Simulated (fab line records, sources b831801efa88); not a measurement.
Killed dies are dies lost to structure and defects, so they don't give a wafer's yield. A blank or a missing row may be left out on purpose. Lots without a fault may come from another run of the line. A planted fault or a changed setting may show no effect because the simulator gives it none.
One fault seen from 2 desks | flow gf180mcu | each desk has only its own numbers; what lay behind them comes last

THE METROLOGY DESK
What the gauges read, lot by lot, whatever tool the lot ran on: means of the sampled wafers that have a number. A lot is out of limits, marked OUT, if its mean lies more than 4 standard deviations from the usual mean; the brackets give that distance.
Columns: A = MIM_CVD_05_THK at GF_MIM_THK_MEAS_06, usual 42.1 nm
lot  | first seen here | A
L798 | day 24 16:24    | 42.1
L799 | day 25 01:27    | 42.5
L801 | day 25 19:41    | 42.2
L804 | day 26 23:34    | 42.5
L805 | day 27 08:30    | 42.4
L807 | day 28 04:28    | 42.3
L810 | day 28 15:49    | 42.6
L811 | day 28 22:59    | 42.2
L812 | day 29 08:40    | 42.1
L816 | day 30 10:15    | 42.2
L819 | day 31 06:51    | 41.2
L820 | day 31 06:56    | 41.6
This desk's finding: nothing out of limits on any of the 12 lots.

THE TOOL OWNER'S DESK: pecvd-02
The tool's own readings at GF_MIM_CVD_05 (deposits Si3N4, target thk 42 nm, time 29.086 s): means of the sampled wafers that have a number, for each lot that ran on this tool. A lot is out of limits, marked OUT, if its mean lies more than 4 standard deviations from the usual mean; the brackets give that distance.
Columns: A = heater_power_w at GF_MIM_CVD_05, usual 645 W; B = rf_fwd_power_W at GF_MIM_CVD_05, usual 443.3 W
lot  | first seen here | A   | B
L799 | day 25 01:25    | 639 | 445.5
L804 | day 26 23:32    | 636 | 443.0
L805 | day 27 08:28    | 690 | 442.7
L812 | day 29 08:37    | 643 | 441.6
L819 | day 31 06:49    | 661 | 418.3 (-10) OUT
This desk's finding: out of limits on L819; first on L819, day 31 06:49 (rf_fwd_power_W at GF_MIM_CVD_05). In limits: L799, L804, L805, L812.

PUT TOGETHER
The tool owner's desk could have raised an alarm at day 31 06:49, on L819.
The metrology desk saw nothing out of limits.
The metrology desk has L819 on record, within its limits.
Of the lots named, all ran GF_MIM_CVD_05 on pecvd-02.

WHAT THE SIMULATOR HAD PUT IN
Process parameter drift: pecvd-02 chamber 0, from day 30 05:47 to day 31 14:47, at GF_MIM_CVD_05. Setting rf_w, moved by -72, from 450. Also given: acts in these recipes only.
Lots struck among those shown: L819.
Hours from the fault's start to each desk's first reading out of limits: the tool owner's desk, 25.
